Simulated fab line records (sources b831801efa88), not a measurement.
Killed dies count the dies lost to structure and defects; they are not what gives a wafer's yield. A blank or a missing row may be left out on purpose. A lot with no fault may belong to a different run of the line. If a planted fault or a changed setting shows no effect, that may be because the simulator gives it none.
Which tool is to blame? :: flow gf180mcu :: 12 lots, 36 wafers sampled, at 3 steps of a route of 602

== WHAT EACH GAUGE READ, for each wafer ==
GF_NSD_OVL_MEAS_08.
lot: L643
measured: day 13 07:32
on: overlay-01
NSD_OVL (nm): -2.0 -1.6 -2.2

lot: L644
measured: day 13 19:21
on: overlay-02
NSD_OVL (nm): 0.0 0.5 -1.2

lot: L645
measured: day 13 22:26
on: overlay-01
NSD_OVL (nm): 0.2 -0.1 2.0

lot: L646
measured: day 14 05:36
on: overlay-02
NSD_OVL (nm): 1.1 2.9 1.7

lot: L647
measured: day 14 14:35
on: overlay-02
NSD_OVL (nm): 0.5 0.7 0.8

lot: L648
measured: day 14 17:44
on: overlay-02
NSD_OVL (nm): -0.1 0.7 0.3

lot: L653
measured: day 16 17:21
on: overlay-02
NSD_OVL (nm): -71.0 -70.8 -69.5

lot: L654
measured: day 17 01:24
on: overlay-01
NSD_OVL (nm): -70.5 -72.3 -71.2

lot: L658
measured: day 18 08:02
on: overlay-02
NSD_OVL (nm): -0.8 -0.4 -2.0

lot: L664
measured: day 21 06:56
on: overlay-01
NSD_OVL (nm): -0.2 -0.9 -1.0

lot: L665
measured: day 21 10:08
on: overlay-02
NSD_OVL (nm): 0.8 -0.7 0.9

lot: L666
measured: day 21 23:20
on: overlay-02
NSD_OVL (nm): -1.5 -1.8 -2.4

GF_CONTACT_RS_MEAS_25: uses a four-point probe to measure.
lot: L643
measured: day 16 02:20
on: film metro-02
CONTACT_W_RS (ohm/sq): 0.383 0.381 0.381

lot: L644
measured: day 16 12:49
on: film metro-04
CONTACT_W_RS (ohm/sq): 0.380 0.385 0.381

lot: L645
measured: day 16 17:53
on: film metro-03
CONTACT_W_RS (ohm/sq): 0.384 0.383 0.383

lot: L646
measured: day 17 03:10
on: film metro-04
CONTACT_W_RS (ohm/sq): 0.384 0.382 0.383

lot: L647
measured: day 17 11:30
on: film metro-04
CONTACT_W_RS (ohm/sq): 0.385 0.383 0.383

lot: L648
measured: day 17 14:25
on: film metro-03
CONTACT_W_RS (ohm/sq): 0.388 0.389 0.389

lot: L653
measured: day 19 19:17
on: film metro-04
CONTACT_W_RS (ohm/sq): 0.380 0.378 0.383

lot: L654
measured: day 20 03:19
on: film metro-04
CONTACT_W_RS (ohm/sq): 0.377 0.377 0.379

lot: L658
measured: day 21 11:47
on: film metro-02
CONTACT_W_RS (ohm/sq): 0.384 0.381 0.379

lot: L664
measured: day 24 07:41
on: film metro-04
CONTACT_W_RS (ohm/sq): 0.388 0.381 0.382

lot: L665
measured: day 24 09:19
on: film metro-03
CONTACT_W_RS (ohm/sq): 0.381 0.380 0.382

lot: L666
measured: day 24 22:41
on: film metro-04
CONTACT_W_RS (ohm/sq): 0.383 0.390 0.387

== EACH LOT AND THE TOOL THAT RAN IT (in order: tool; ch and the chambers of the sampled wafers; start) ==
lot: L643
GF_NSD_EXPOSE_04: iline stepper-01 ch 0, day 12 22:05

lot: L644
GF_NSD_EXPOSE_04: iline stepper-02 ch 0, day 13 09:04

lot: L645
GF_NSD_EXPOSE_04: iline stepper-02 ch 0, day 13 12:20

lot: L646
GF_NSD_EXPOSE_04: iline stepper-02 ch 0, day 13 20:13

lot: L647
GF_NSD_EXPOSE_04: iline stepper-01 ch 0, day 14 04:34

lot: L648
GF_NSD_EXPOSE_04: iline stepper-01 ch 0, day 14 07:22

lot: L653
GF_NSD_EXPOSE_04: iline stepper-01 ch 0, day 16 06:13

lot: L654
GF_NSD_EXPOSE_04: iline stepper-01 ch 0, day 16 13:53

lot: L658
GF_NSD_EXPOSE_04: iline stepper-02 ch 0, day 17 20:17

lot: L664
GF_NSD_EXPOSE_04: iline stepper-02 ch 0, day 20 18:50

lot: L665
GF_NSD_EXPOSE_04: iline stepper-02 ch 0, day 20 22:46

lot: L666
GF_NSD_EXPOSE_04: iline stepper-02 ch 0, day 21 11:10
- GF_NSD_EXPOSE_04: exposes mask Nplus, target cd 400 nm.

== WHAT THE TOOLS THEMSELVES READ (means of the sampled wafers that have a number; where no wafer has one, the mark that the record gives instead) ==
The record holds no such reading with a usual standard deviation.

== THE ANSWER, worked out from the rows above alone ==
Rule: the lots themselves supply what counts as usual. The widest of any qualifying gaps counts: lots, ordered by their means at a reading, are off when they make up no more than a third of the lots, leave a main group of 4 or more, and stand apart from it by 3 or more times the standard deviation of that group's means. A main group is skipped when, at the precision printed for the reading in the tables above, its means are all equal. Also off: a lot with no number at a reading for which 4 or more lots have one. All remaining lots with rows at the step are treated as sound. The gauges are gone through in route order, then the tools' own readings, and for those a lot's mean is taken as printed above. At the first step where some lot is off, the reading lying furthest off is the one used; lots without a number count as furthest.
Off: at GF_NSD_OVL_MEAS_08 (NSD_OVL), L653, L654. The main group has a mean of -0.2 nm with a standard deviation of 1.2.
If a tool, at a process step before that reading, ran all the lots that are off and no sound lot after the first of them, it fits. Gauges at GF_NSD_OVL_MEAS_08: tried the same way as those tools. One candidate fits, namely iline stepper-01 at GF_NSD_EXPOSE_04. A fault onset in the window from L648 (day 14 07:22, its last sound lot) to L653 (day 16 06:13, its first lot off) fits.

== WHAT THE SIMULATOR PUT IN ==
Scanner matching overlay: iline stepper-01, from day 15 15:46 on, at GF_NSD_EXPOSE_04. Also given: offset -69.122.
Struck lots among those shown: L653, L654. The rule above found the same.
